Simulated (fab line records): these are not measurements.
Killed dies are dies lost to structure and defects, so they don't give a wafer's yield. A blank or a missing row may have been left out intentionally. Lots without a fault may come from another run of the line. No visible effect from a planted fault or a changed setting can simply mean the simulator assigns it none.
Which tool was responsible? || flow sfqLine || 20 wafers from 7 lots sampled at 2 of the route's 325 steps

WHAT THE GAUGES READ, wafer by wafer
SFQ_R5_THK_MEAS_934: measures by xrf.
{"lot": "L728", "measured": "day 56 02:50", "on": "filmMetro-01", "R5_MONX_THK (nm)": "39.2 39.4 39.0"}
{"lot": "L730", "measured": "day 56 08:51", "on": "filmMetro-03", "R5_MONX_THK (nm)": "39.6 39.7 39.8"}
{"lot": "L736", "measured": "day 61 21:58", "on": "filmMetro-02", "R5_MONX_THK (nm)": "39.5 39.1"}
{"lot": "L739", "measured": "day 63 12:50", "on": "filmMetro-03", "R5_MONX_THK (nm)": "39.6 39.3 40.7"}
{"lot": "L745", "measured": "day 70 02:59", "on": "filmMetro-03", "R5_MONX_THK (nm)": "39.9 39.4 38.9"}
{"lot": "L747", "measured": "day 70 15:46", "on": "filmMetro-03", "R5_MONX_THK (nm)": "39.2 38.8 39.1"}
{"lot": "L749", "measured": "day 71 09:36", "on": "filmMetro-03", "R5_MONX_THK (nm)": "39.2 39.3 39.2"}

WHAT TOOL EACH LOT RAN ON (gives the tool, then ch and the chambers of the sampled wafers, and finally the start)
{"lot": "L728", "SFQ_TRILAYER_R5_DEP_SPUTTER_134": "pvdSputter-06, day 56 02:41"}
{"lot": "L730", "SFQ_TRILAYER_R5_DEP_SPUTTER_134": "pvdSputter-06, day 56 08:41"}
{"lot": "L736", "SFQ_TRILAYER_R5_DEP_SPUTTER_134": "pvdSputter-04, day 61 21:50"}
{"lot": "L739", "SFQ_TRILAYER_R5_DEP_SPUTTER_134": "pvdSputter-05, day 63 12:42"}
{"lot": "L745", "SFQ_TRILAYER_R5_DEP_SPUTTER_134": "pvdSputter-06, day 70 02:50"}
{"lot": "L747", "SFQ_TRILAYER_R5_DEP_SPUTTER_134": "pvdSputter-04, day 70 15:38"}
{"lot": "L749", "SFQ_TRILAYER_R5_DEP_SPUTTER_134": "pvdSputter-06, day 71 09:27"}
- SFQ_TRILAYER_R5_DEP_SPUTTER_134: material Ti, target thk 5 nm, time 5 s.

THE ANSWER, worked out from the rows above alone
Rule: the usual values come from the lots themselves. Put in order of their means at a reading, lots are off if they are a third of the lots or fewer, leave a main group of 4 or more, and stand apart from it by a gap of 3 or more times the standard deviation of the main group's means; of several such gaps the widest counts. If all means in a main group match to the digits the tables above print for the reading, that group is not used. Also off: a lot with no number at a reading for which 4 or more lots have one. All remaining lots with rows at the step are treated as sound.
No lot is off on any of the readings shown, so nothing can be concluded from this.

WHAT HAD BEEN PUT IN BY THE SIMULATOR
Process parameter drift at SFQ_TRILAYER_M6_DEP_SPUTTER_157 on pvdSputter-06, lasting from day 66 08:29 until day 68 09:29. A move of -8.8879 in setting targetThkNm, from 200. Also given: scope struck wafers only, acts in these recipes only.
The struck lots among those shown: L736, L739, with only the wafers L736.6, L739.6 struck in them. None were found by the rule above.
